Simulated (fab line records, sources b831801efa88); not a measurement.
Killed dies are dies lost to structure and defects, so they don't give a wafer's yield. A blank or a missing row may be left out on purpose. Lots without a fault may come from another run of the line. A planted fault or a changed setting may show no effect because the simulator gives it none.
Which tool did it? | flow sky130 | 13 lots, 39 wafers sampled, at 2 steps of a route of 708

WHAT THE GAUGES READ, wafer by wafer
SKY_CONTACT_OVL_MEAS_15. Usual: CONTACT_OVL -5 nm, standard deviation 5.
lot  | measured     | on         | CONTACT_OVL (nm) | flag
L636 | day 31 20:30 | overlay-02 | -1 -7 -5         |
L637 | day 32 07:41 | overlay-02 | 0 -9 -4          |
L638 | day 32 11:42 | overlay-02 | -17 -6 -3        |
L640 | day 33 08:44 | overlay-02 | -10 -8 -10       |
L641 | day 33 10:34 | overlay-01 | -10 -6 -6        |
L642 | day 33 20:08 | overlay-02 | -10 -5 -6        |
L643 | day 34 08:48 | overlay-02 | -8 1 -6          |
L644 | day 34 16:06 | overlay-01 | -10 -13 -10      |
L645 | day 34 20:24 | overlay-01 | -9 -4 -2         |
L646 | day 35 06:32 | overlay-02 | -2 -13 -6        |
L647 | day 35 15:25 | overlay-02 | -4 0 -6          |
L648 | day 36 01:55 | overlay-01 | 2 -2 5           |
L656 | day 38 08:31 | overlay-02 | -10 1 -4         |

SKY_CONTACT_RS_MEAS_25: measures by four-point-probe. Usual: CONTACT_W_RS 0.338 ohm/sq, standard deviation 0.0041.
lot  | measured     | on            | CONTACT_W_RS (ohm/sq) | flag
L636 | day 31 21:26 | film_metro-03 | 0.343 0.344 0.343     |
L637 | day 32 08:41 | film_metro-01 | 0.337 0.343 0.333     |
L638 | day 32 12:44 | film_metro-04 | 0.337 0.338 0.337     |
L640 | day 33 09:40 | film_metro-01 | 0.339 0.342 0.342     |
L641 | day 33 11:32 | film_metro-01 | 0.342 0.337 0.342     |
L642 | day 33 21:04 | film_metro-01 | 0.334 0.334 0.334     |
L643 | day 34 09:49 | film_metro-03 | 0.331 0.340 0.334     |
L644 | day 34 17:02 | film_metro-04 | 0.338 0.336 0.338     |
L645 | day 34 21:20 | film_metro-03 | 0.339 0.338 0.342     |
L646 | day 35 07:30 | film_metro-03 | 0.340 0.333 0.342     |
L647 | day 35 16:22 | film_metro-01 | 0.338 0.339 0.341     |
L648 | day 36 02:59 | film_metro-03 | 0.330 0.327 0.332     |
L656 | day 38 09:27 | film_metro-04 | 0.342 0.337 0.344     |

WHICH TOOL RAN EACH LOT (tool, then ch and the chambers of the sampled wafers, then the start)
The record holds no process step before these readings.

WHAT THE TOOLS THEMSELVES READ (means of the sampled wafers that have a number; where no wafer has one, the mark that the record gives instead)
The record holds no such reading with a usual standard deviation.

THE ANSWER, worked out from the rows above alone
Rule: a lot is off if the mean of its wafers that have a number lies more than 3 standard deviations from the usual mean. A lot without any number at a reading at which 4 lots or more have one is off too. The other lots that the step has rows for count as sound. The gauges are gone through in route order, then the tools' own readings, and for those a lot's mean is taken as printed above. The first step at which some lot is off is used, and at that step the reading that is off furthest; a lot without a number counts as furthest.
No lot is off at any reading shown: from this, nothing can be told.

WHAT THE SIMULATOR HAD PUT IN
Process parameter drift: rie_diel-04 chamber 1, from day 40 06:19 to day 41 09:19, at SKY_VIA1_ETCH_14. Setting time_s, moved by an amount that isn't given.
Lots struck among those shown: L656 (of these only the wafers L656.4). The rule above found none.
